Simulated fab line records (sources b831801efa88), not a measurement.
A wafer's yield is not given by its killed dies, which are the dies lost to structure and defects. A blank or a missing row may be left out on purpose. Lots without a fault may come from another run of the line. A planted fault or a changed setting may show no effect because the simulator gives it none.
Matching of chambers :: flow sky130 :: SKY_CONTACT_ETCH_17 on rie-diel-03 has 4 sister chambers
The step etches SiO2 in C4F8/O2/Ar, stops on Si3N4, target depth 340 nm. 4 wafers are shown with their chamber, then 9 later ones without.

## WAFERS PAIRED WITH THEIR CHAMBERS
wafer: L084.3
chamber: 1
oes-product-au (a.u.): 0.898

wafer: L084.4
chamber: 2
oes-product-au (a.u.): 0.893

wafer: L088.4
chamber: 0
oes-product-au (a.u.): 0.885

wafer: L088.6
chamber: 3
oes-product-au (a.u.): 0.879

## WAFERS WITHOUT THEIR CHAMBER
wafer: L093.1
oes-product-au (a.u.): 0.894

wafer: L093.2
oes-product-au (a.u.): 0.888

wafer: L093.4
oes-product-au (a.u.): 0.891

wafer: L094.2
oes-product-au (a.u.): 0.892

wafer: L094.5
oes-product-au (a.u.): 0.901

wafer: L094.6
oes-product-au (a.u.): 0.888

wafer: L096.1
oes-product-au (a.u.): 0.891

wafer: L096.4
oes-product-au (a.u.): 0.885

wafer: L096.6
oes-product-au (a.u.): 0.882

## EACH ONE'S CHAMBER
wafer: L093.1
from the rows above: can't be placed: 2 or 1
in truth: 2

wafer: L093.2
from the rows above: can't be placed: 0 or 2
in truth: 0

wafer: L093.4
from the rows above: can't be placed: 2 or 0
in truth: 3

wafer: L094.2
from the rows above: 2
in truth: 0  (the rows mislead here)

wafer: L094.5
from the rows above: 1
in truth: 1

wafer: L094.6
from the rows above: can't be placed: 0 or 2
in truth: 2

wafer: L096.1
from the rows above: can't be placed: 2 or 0
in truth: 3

wafer: L096.4
from the rows above: 0
in truth: 0

wafer: L096.6
from the rows above: can't be placed: 0 or 3
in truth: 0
Placed correctly: 2 of 9. From these rows, 6 cannot be placed; in 4 the true chamber is one of the candidates. Placed wrongly: 1.
How it was worked out, from the rows above alone: a wafer's distance from a chamber is the root of the sum, over the readings, of the square of ((its reading less the chamber's mean) divided by the reading's scatter). The wafer belongs to the nearest chamber; if the next one is less than 2 further off, it can't be placed. Each chamber's mean is taken over the wafers shown for it. The scatter (one wafer shown for each chamber): square how far every hidden wafer sits from the nearest shown wafer, average those squares and take the square root.
